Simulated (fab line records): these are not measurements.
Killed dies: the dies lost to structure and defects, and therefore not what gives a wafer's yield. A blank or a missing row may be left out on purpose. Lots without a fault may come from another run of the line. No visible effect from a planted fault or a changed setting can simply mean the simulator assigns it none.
Matching of chambers / flow sky130 / 4 sister chambers for SKY_POLY_GATE_ETCH_17 on rie_si-02
The step etches poly-Si in HBr/Cl2, stops on SiO2, target depth 180 nm, time 70.5 s. 14 wafers are shown with their chamber, then 7 later ones without.

## WAFERS WITH THEIR CHAMBER
wafer=L597.1; chamber=0; drypump_motor_current_A (A)=5.8; oes_product_au (a.u.)=0.987; throttle_valve_pct (%)=33.673
wafer=L597.3; chamber=1; drypump_motor_current_A (A)=5.7; oes_product_au (a.u.)=0.977; throttle_valve_pct (%)=33.673
wafer=L597.4; chamber=2; drypump_motor_current_A (A)=5.6; oes_product_au (a.u.)=0.996; throttle_valve_pct (%)=33.684
wafer=L598.2; chamber=1; drypump_motor_current_A (A)=5.7; oes_product_au (a.u.)=0.977; throttle_valve_pct (%)=33.685
wafer=L598.3; chamber=0; drypump_motor_current_A (A)=5.8; oes_product_au (a.u.)=0.990; throttle_valve_pct (%)=33.688
wafer=L598.4; chamber=3; drypump_motor_current_A (A)=6.3; oes_product_au (a.u.)=0.997; throttle_valve_pct (%)=33.674
wafer=L599.2; chamber=0; drypump_motor_current_A (A)=5.8; oes_product_au (a.u.)=0.988; throttle_valve_pct (%)=33.682
wafer=L599.3; chamber=1; drypump_motor_current_A (A)=5.7; oes_product_au (a.u.)=0.979; throttle_valve_pct (%)=33.682
wafer=L599.5; chamber=3; drypump_motor_current_A (A)=6.4; oes_product_au (a.u.)=0.990; throttle_valve_pct (%)=33.675
wafer=L601.2; chamber=0; drypump_motor_current_A (A)=5.8; oes_product_au (a.u.)=0.983; throttle_valve_pct (%)=33.676
wafer=L601.3; chamber=2; drypump_motor_current_A (A)=5.6; oes_product_au (a.u.)=0.994; throttle_valve_pct (%)=33.674
wafer=L601.5; chamber=0; drypump_motor_current_A (A)=5.8; oes_product_au (a.u.)=0.990; throttle_valve_pct (%)=33.685
wafer=L604.2; chamber=0; drypump_motor_current_A (A)=5.8; oes_product_au (a.u.)=0.989; throttle_valve_pct (%)=33.683
wafer=L604.4; chamber=2; drypump_motor_current_A (A)=5.6; oes_product_au (a.u.)=0.986; throttle_valve_pct (%)=33.683

SIGNATURES, as means of the wafers listed above
reading=drypump_motor_current_A; chamber 0=5.800; chamber 1=5.700; chamber 2=5.600; chamber 3=6.350; scatter within a chamber=0.0224
reading=oes_product_au; chamber 0=0.98783; chamber 1=0.97767; chamber 2=0.99200; chamber 3=0.99350; scatter within a chamber=0.00344
reading=throttle_valve_pct; chamber 0=33.68117; chamber 1=33.68000; chamber 2=33.68033; chamber 3=33.67450; scatter within a chamber=0.00546
Rule: for a wafer and a chamber, the distance is found by dividing, reading by reading, the gap between the wafer's reading and the chamber's mean by the reading's scatter, squaring, summing and taking the root. If the next closest chamber is less than 2 further off than the closest, the wafer can't be placed; otherwise it belongs to the closest. The scatter: the root of (the sum of the squares of (reading less its chamber's mean) over the shown wafers, divided by (wafers less chambers)).

## WAFERS WHOSE CHAMBER IS MISSING
wafer=L604.5; drypump_motor_current_A (A)=5.7; oes_product_au (a.u.)=0.982; throttle_valve_pct (%)=33.682
wafer=L617.1; drypump_motor_current_A (A)=5.8; oes_product_au (a.u.)=0.979; throttle_valve_pct (%)=33.684
wafer=L617.5; drypump_motor_current_A (A)=5.7; oes_product_au (a.u.)=0.995; throttle_valve_pct (%)=33.686
wafer=L617.6; drypump_motor_current_A (A)=6.3; oes_product_au (a.u.)=0.970; throttle_valve_pct (%)=33.689
wafer=L619.1; drypump_motor_current_A (A)=5.8; oes_product_au (a.u.)=0.981; throttle_valve_pct (%)=33.676
wafer=L619.4; drypump_motor_current_A (A)=5.6; oes_product_au (a.u.)=0.971; throttle_valve_pct (%)=33.681
wafer=L619.6; drypump_motor_current_A (A)=5.8; oes_product_au (a.u.)=0.977; throttle_valve_pct (%)=33.697

## CHAMBER TAKEN BY EACH
wafer=L604.5; from the rows above=1; in truth=1
wafer=L617.1; from the rows above=can't be placed: 0 or 1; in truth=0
wafer=L617.5; from the rows above=can't be placed: 2 or 0 or 1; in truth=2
wafer=L617.6; from the rows above=3; in truth=3
wafer=L619.1; from the rows above=0; in truth=0
wafer=L619.4; from the rows above=can't be placed: 1 or 2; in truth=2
wafer=L619.6; from the rows above=can't be placed: 0 or 1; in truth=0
3 of 7 placed correctly. Unplaceable from these rows: 4, with the true chamber sitting among the candidates in 4. 0 placed wrongly.
